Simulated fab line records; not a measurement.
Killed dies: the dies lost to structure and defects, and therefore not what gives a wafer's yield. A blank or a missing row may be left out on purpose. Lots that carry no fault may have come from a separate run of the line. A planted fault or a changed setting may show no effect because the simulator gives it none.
fab line records + flow gf180mcu + part 2 of 2: steps 28 to 39 of 39
record
- lots=5
- wafers=15
- last_day=34
route steps=602 shown PSD@259 NSD@262 SAB@264 SALICIDE@278 CONTACT@287
lots that met no fault: from a run of the same line without faults
start_h: the number of hours between the record's first day and the start of the first shown wafer of the lot + wait_h: time in hours since the lot's previous step + " the same as in the row above + L1.1+2: several wafers, shown together as one row + - no value present, or no start provided + * or withheld: withheld + < > ~ a bound
route shown NAME@n: NAME is a module with steps in the file, n the number in the route of the first one + usual: average and standard deviation across the fault-free wafers + same: alike in all rows + chamber/n: place in a boat + sites: each site's reading + _std_site: the standard deviation of these + _edge_site: the outer-site mean with the inner-site mean subtracted + radius_mm: for every site, how far away it sits from the centre of the wafer + mask NAME#n: copy n + behind: the tool/chamber that last shaped the wafer + hold: cause of the lot's hold/its duration in hours/its outcome + device: the transistor (n, p or np) that didn't switch + end of line: the route-end tests of the same wafers + where a step has no rows: the recipe by itself + killed: not the wafer's yield, but the dies lost to structure and defects at the first sort + map: the dies of a wafer, with x for killed, . for not killed, _ for no die there
set.NAME: the setting as run; set.NAME@STEP: as run at that earlier step + model.NAME: the simulator's own value behind a step, which no gauge read
a table for each step, a row for each wafer; lots at some steps of the route
services: when a tool's chamber went out of use (start_h, in hours from the record's first day, below 0 if earlier), for how many hours, and the reason
## steps
# step GF_SALICIDE_RTA_08
# recipe
- temp_c=800
- time_s=30
- ambient=N2
# usual
- anneal_temp_c_max=804.0/1.7
- lamp_power_pct=16.3/0.52
- wafer_temp_C_max=804.3/2.4
| lot.wafer | tool          | chamber | start_h | wait_h | anneal_temp_c_max | lamp_power_pct | wafer_temp_C_max |
|-----------|---------------|---------|---------|--------|-------------------|----------------|------------------|
| L078.1    | rtp_anneal-01 | 0       | 374.59  | 0.0    | 802.5             | 16.8           | 802.7            |
| L078.2    | "             | 0       | "       | "      | 801.8             | 16.8           | 802.3            |
| L078.6    | "             | 0       | "       | "      | 802.1             | 16.8           | 801.7            |
| L083.2    | rtp_anneal-01 | 0       | 414.94  | 0.0    | 802.8             | 16.8           | 802.3            |
| L083.4    | "             | 0       | "       | "      | 802.3             | 16.8           | 802.4            |
| L083.5    | "             | 0       | "       | "      | 802.7             | 16.8           | 802.2            |
| L086.4    | rtp_anneal-01 | 0       | 446.25  | 0.1    | 802.5             | 16.8           | 802.0            |
| L086.5    | "             | 0       | "       | "      | 802.3             | 16.8           | 802.3            |
| L086.6    | "             | 0       | "       | "      | 802.1             | 16.8           | 802.7            |
| L087.1    | rtp_anneal-01 | 0       | 452.98  | 0.0    | 802.8             | 16.8           | 802.5            |
| L087.2    | "             | 0       | "       | "      | 802.9             | 16.8           | 802.1            |
| L087.4    | "             | 0       | "       | "      | 803.1             | 16.8           | 801.0            |
| L095.2    | rtp_anneal-02 | 0       | 516.54  | 0.0    | 805.9             | 15.8           | 807.6            |
| L095.4    | "             | 0       | "       | "      | 804.3             | 15.7           | 808.6            |
| L095.5    | "             | 0       | "       | "      | 806.9             | 15.8           | 805.5            |
# step GF_CONTACT_CVD_00
# recipe
- material=SiO2
- target_thk_nm=300
- sigma_open_frac=0.3
- temp_c=400
- time_s=50
- sih4_flow_sccm=60.95
- pressure_mtorr=6
| lot.wafer  | tool      | chamber | start_h | wait_h |
|------------|-----------|---------|---------|--------|
| L078.1+2+6 | hdpcvd-01 | 2,0,1   | 374.69  | 0.1    |
| L083.2+4+5 | hdpcvd-01 | 2,1,2   | 415.02  | 0.1    |
| L086.4+5+6 | hdpcvd-01 | 0,2,1   | 446.32  | 0.1    |
| L087.1+2+4 | hdpcvd-02 | 2,1,1   | 453.08  | 0.1    |
| L095.2+4+5 | hdpcvd-02 | 1,2,1   | 516.63  | 0.1    |
# step GF_CONTACT_THK_MEAS_01
# recipe
- reads=SiO2_of_CONTACT_CVD_00
# usual
- CONTACT_CVD_00_THK=305/3
| lot.wafer | tool          | chamber | start_h | wait_h | CONTACT_CVD_00_THK[nm] |
|-----------|---------------|---------|---------|--------|------------------------|
| L078.1    | film_metro-02 | -       | 374.74  | 0.0    | 304                    |
| L078.2    | "             | -       | "       | "      | 303                    |
| L078.6    | "             | -       | "       | "      | 296                    |
| L083.2    | film_metro-03 | -       | 415.08  | 0.0    | 306                    |
| L083.4    | "             | -       | "       | "      | 307                    |
| L083.5    | "             | -       | "       | "      | 303                    |
| L086.4    | film_metro-01 | -       | 446.37  | 0.0    | 309                    |
| L086.5    | "             | -       | "       | "      | 304                    |
| L086.6    | "             | -       | "       | "      | 305                    |
| L087.1    | film_metro-01 | -       | 453.13  | 0.0    | 309                    |
| L087.2    | "             | -       | "       | "      | 304                    |
| L087.4    | "             | -       | "       | "      | 305                    |
| L095.2    | film_metro-01 | -       | 516.68  | 0.0    | 304                    |
| L095.4    | "             | -       | "       | "      | 312                    |
| L095.5    | "             | -       | "       | "      | 306                    |
# step GF_CONTACT_CVD_02
# recipe
- material=SiO2
- target_thk_nm=860
- precursor=TEOS
- temp_c=400
- time_s=95.992
- rf_w=600
# usual
- heater_power_w=703/110
| lot.wafer | tool     | chamber | start_h | wait_h | heater_power_w |
|-----------|----------|---------|---------|--------|----------------|
| L078.1    | pecvd-04 | 2       | 374.80  | 0.1    | 576            |
| L078.2    | "        | 0       | "       | "      | 683            |
| L078.6    | "        | 2       | "       | "      | 443            |
| L083.2    | pecvd-03 | 1       | 415.13  | 0.0    | 689            |
| L083.4    | "        | 0       | "       | "      | 888            |
| L083.5    | "        | 2       | "       | "      | 537            |
| L086.4    | pecvd-03 | 2       | 446.44  | 0.1    | 660            |
| L086.5    | "        | 1       | "       | "      | 770            |
| L086.6    | "        | 0       | "       | "      | 825            |
| L087.1    | pecvd-03 | 2       | 453.19  | 0.1    | 592            |
| L087.2    | "        | 1       | "       | "      | 703            |
| L087.4    | "        | 2       | "       | "      | 625            |
| L095.2    | pecvd-04 | 2       | 516.73  | 0.0    | 473            |
| L095.4    | "        | 2       | "       | "      | 520            |
| L095.5    | "        | 0       | "       | "      | 703            |
# step GF_CONTACT_THK_MEAS_03
# recipe
- reads=SiO2_of_CONTACT_CVD_02
# usual
- CONTACT_CVD_02_THK=860/11
| lot.wafer | tool          | chamber | start_h | wait_h | CONTACT_CVD_02_THK[nm] |
|-----------|---------------|---------|---------|--------|------------------------|
| L078.1    | film_metro-01 | -       | 374.87  | 0.0    | 864                    |
| L078.2    | "             | -       | "       | "      | 864                    |
| L078.6    | "             | -       | "       | "      | 877                    |
| L083.2    | film_metro-01 | -       | 415.21  | 0.0    | 853                    |
| L083.4    | "             | -       | "       | "      | 882                    |
| L083.5    | "             | -       | "       | "      | 875                    |
| L086.4    | film_metro-03 | -       | 446.50  | 0.0    | 872                    |
| L086.5    | "             | -       | "       | "      | 875                    |
| L086.6    | "             | -       | "       | "      | 883                    |
| L087.1    | film_metro-02 | -       | 453.26  | 0.0    | 843                    |
| L087.2    | "             | -       | "       | "      | 843                    |
| L087.4    | "             | -       | "       | "      | 860                    |
| L095.2    | film_metro-02 | -       | 516.81  | 0.0    | 847                    |
| L095.4    | "             | -       | "       | "      | 862                    |
| L095.5    | "             | -       | "       | "      | 855                    |
# step GF_CONTACT_CMP_04
# recipe
- material=SiO2
- down_force_psi=4
- platen_rpm=60
- pad_velocity_m_s=0.94248
# usual
- motor_current_A=12.0/1.9
- slurry_filter_dp_kPa=13.49/0.13
- slurry_flow_ml_min=150.0/0.48
- time_to_endpoint_s=111/5.4
| lot.wafer | tool   | chamber | start_h | wait_h | motor_current_A | slurry_filter_dp_kPa | slurry_flow_ml_min | time_to_endpoint_s |
|-----------|--------|---------|---------|--------|-----------------|----------------------|--------------------|--------------------|
| L078.1    | cmp-01 | 3       | 374.98  | 0.1    | 10.7            | 13.40                | 149.7              | 110                |
| L078.2    | "      | 0       | "       | "      | 13.5            | 13.43                | 150.4              | 109                |
| L078.6    | "      | 2       | "       | "      | 12.2            | 13.63                | 149.5              | 120                |
| L083.2    | cmp-02 | 2       | 415.31  | 0.1    | 11.8            | 13.57                | 150.5              | 109                |
| L083.4    | "      | 3       | "       | "      | 10.7            | 13.72                | 149.0              | 121                |
| L083.5    | "      | 1       | "       | "      | 9.1             | 13.42                | 148.8              | 118                |
| L086.4    | cmp-02 | 2       | 446.63  | 0.1    | 12.0            | 13.60                | 149.4              | 119                |
| L086.5    | "      | 0       | "       | "      | 14.9            | 13.60                | 150.9              | 122                |
| L086.6    | "      | 1       | "       | "      | 9.2             | 13.78                | 150.3              | 125                |
| L087.2    | cmp-02 | 1       | 453.37  | 0.1    | 8.5             | 13.47                | 150.1              | 106                |
| L087.4    | "      | 2       | "       | "      | 12.0            | 13.80                | 150.6              | 109                |
| L087.1    | "      | 3       | "       | "      | 10.6            | 13.49                | 150.3              | 106                |
| L095.2    | cmp-02 | 0       | 516.91  | 0.1    | 15.1            | 13.35                | 150.2              | 109                |
| L095.4    | "      | 2       | "       | "      | 12.2            | 13.57                | 150.6              | 116                |
| L095.5    | "      | 3       | "       | "      | 10.7            | 13.53                | 150.0              | 110                |
# step GF_CONTACT_BOW_MEAS_05
# recipe
- mode=bow
# usual
- CONTACT_BOW=65/7.4
| lot.wafer | tool          | chamber | start_h | wait_h | CONTACT_BOW[um] |
|-----------|---------------|---------|---------|--------|-----------------|
| L078.1    | film_metro-01 | -       | 375.23  | 0.2    | 61              |
| L078.2    | "             | -       | "       | "      | 69              |
| L078.6    | "             | -       | "       | "      | 62              |
| L083.2    | film_metro-03 | -       | 415.58  | 0.2    | 53              |
| L083.4    | "             | -       | "       | "      | 66              |
| L083.5    | "             | -       | "       | "      | 65              |
| L086.4    | film_metro-01 | -       | 446.89  | 0.2    | 64              |
| L086.5    | "             | -       | "       | "      | 66              |
| L086.6    | "             | -       | "       | "      | 64              |
| L087.1    | film_metro-01 | -       | 453.62  | 0.1    | 49              |
| L087.2    | "             | -       | "       | "      | 69              |
| L087.4    | "             | -       | "       | "      | 57              |
| L095.2    | film_metro-02 | -       | 517.18  | 0.2    | 52              |
| L095.4    | "             | -       | "       | "      | 62              |
| L095.5    | "             | -       | "       | "      | 55              |
# step GF_CONTACT_DEHYDRATE_06
# recipe
- temp_c=200
- time_s=60
| lot.wafer  | tool           | chamber | start_h | wait_h |
|------------|----------------|---------|---------|--------|
| L078.1+2+6 | litho_track-01 | 0       | 385.52  | 10.3   |
| L083.2+4+5 | litho_track-02 | 0       | 427.47  | 11.9   |
| L086.4+5+6 | litho_track-02 | 0       | 458.92  | 12.0   |
| L087.1+2+4 | litho_track-04 | 0       | 465.20  | 11.6   |
| L095.2+4+5 | litho_track-04 | 0       | 529.23  | 12.0   |
# step GF_CONTACT_HMDS_07
# recipe
- prime_time_s=60
- prime_temp_c=120
# usual
- prime_temp_c=119.97/0.15
| lot.wafer | tool           | chamber | start_h | wait_h | prime_temp_c |
|-----------|----------------|---------|---------|--------|--------------|
| L078.1    | litho_track-01 | 0       | 385.67  | 0.1    | 119.90       |
| L078.2    | "              | 0       | "       | "      | 120.23       |
| L078.6    | "              | 0       | "       | "      | 119.83       |
| L083.2    | litho_track-02 | 0       | 427.62  | 0.1    | 119.92       |
| L083.4    | "              | 0       | "       | "      | 119.93       |
| L083.5    | "              | 0       | "       | "      | 120.21       |
| L086.4    | litho_track-02 | 0       | 459.07  | 0.1    | 120.02       |
| L086.5    | "              | 0       | "       | "      | 119.97       |
| L086.6    | "              | 0       | "       | "      | 119.93       |
| L087.1    | litho_track-04 | 0       | 465.35  | 0.1    | 119.95       |
| L087.2    | "              | 0       | "       | "      | 120.20       |
| L087.4    | "              | 0       | "       | "      | 120.08       |
| L095.2    | litho_track-04 | 0       | 529.38  | 0.1    | 120.02       |
| L095.4    | "              | 0       | "       | "      | 119.92       |
| L095.5    | "              | 0       | "       | "      | 119.81       |
# step GF_CONTACT_COAT_08
# recipe
- resist=BARC
- temp_c=withheld
- time_s=withheld
- spin_rpm=withheld
- resist_thk_nm=withheld
| lot.wafer  | tool           | chamber | start_h | wait_h |
|------------|----------------|---------|---------|--------|
| L078.1+2+6 | litho_track-01 | 0       | 385.82  | 0.1    |
| L083.2+4+5 | litho_track-02 | 0       | 427.77  | 0.1    |
| L086.4+5+6 | litho_track-02 | 0       | 459.22  | 0.1    |
| L087.1+2+4 | litho_track-04 | 0       | 465.50  | 0.1    |
| L095.2+4+5 | litho_track-04 | 0       | 529.53  | 0.1    |
# step GF_CONTACT_COAT_09
# recipe
- resist=KrF
- spin_rpm=withheld
- resist_thk_nm=1000
| lot.wafer  | tool           | chamber | start_h | wait_h |
|------------|----------------|---------|---------|--------|
| L078.1+2+6 | litho_track-01 | 0       | -       | -      |
| L083.2+4+5 | litho_track-02 | 0       | -       | -      |
| L086.4+5+6 | litho_track-02 | 0       | -       | -      |
| L087.1+2+4 | litho_track-04 | 0       | -       | -      |
| L095.2+4+5 | litho_track-04 | 0       | -       | -      |
# step GF_CONTACT_SOFTBAKE_10
# recipe
- temp_c=130
- time_s=60
- resist=KrF
| lot.wafer  | tool           | chamber | start_h | wait_h |
|------------|----------------|---------|---------|--------|
| L078.1+2+6 | litho_track-01 | 0       | -       | -      |
| L083.2+4+5 | litho_track-02 | 0       | -       | -      |
| L086.4+5+6 | litho_track-02 | 0       | -       | -      |
| L087.1+2+4 | litho_track-04 | 0       | -       | -      |
| L095.2+4+5 | litho_track-04 | 0       | -       | -      |
## services
| tool             | chamber | start_h | hours | kind   |
|------------------|---------|---------|-------|--------|
| hdpcvd-01        | -       | 335.22  | 2.8   | pm     |
| cmp-02           | -       | 338.95  | 3.2   | repair |
| hdpcvd-01        | -       | 355.14  | 0.8   | repair |
| pvd_sputter-02   | -       | 357.18  | 12.0  | repair |
| rie_diel-02      | -       | 357.72  | 0.5   | repair |
| cmp-02           | -       | 358.77  | 4.7   | pm     |
| iline_stepper-01 | -       | 359.32  | 4.4   | pm     |
| pecvd-01         | -       | 368.88  | 14.0  | pm     |
| wet_bench-03     | -       | 369.91  | 4.2   | repair |
| rie_diel-04      | -       | 378.34  | 0.2   | repair |
| pvd_sputter-02   | -       | 381.81  | 4.1   | repair |
| pvd_sputter-04   | -       | 390.00  | 1.6   | repair |
| cmp-02           | -       | 404.01  | 4.0   | pm     |
| wet_bench-04     | -       | 415.06  | 2.6   | repair |
| hdpcvd-01        | 1       | 442.31  | 3.4   | repair |
| pvd_sputter-02   | -       | 467.37  | 4.0   | repair |
| wet_bench-03     | -       | 471.58  | 4.1   | repair |
| cmp-02           | -       | 473.34  | 1.4   | repair |
| wet_bench-04     | -       | 473.41  | 10.7  | repair |
| pvd_sputter-02   | -       | 481.74  | 8.2   | repair |
| cmp-02           | -       | 490.37  | 2.9   | repair |
| pvd_sputter-04   | -       | 494.19  | 2.4   | repair |
| hdpcvd-01        | 0       | 509.17  | 20.5  | repair |
| iline_stepper-02 | -       | 519.28  | 12.2  | repair |
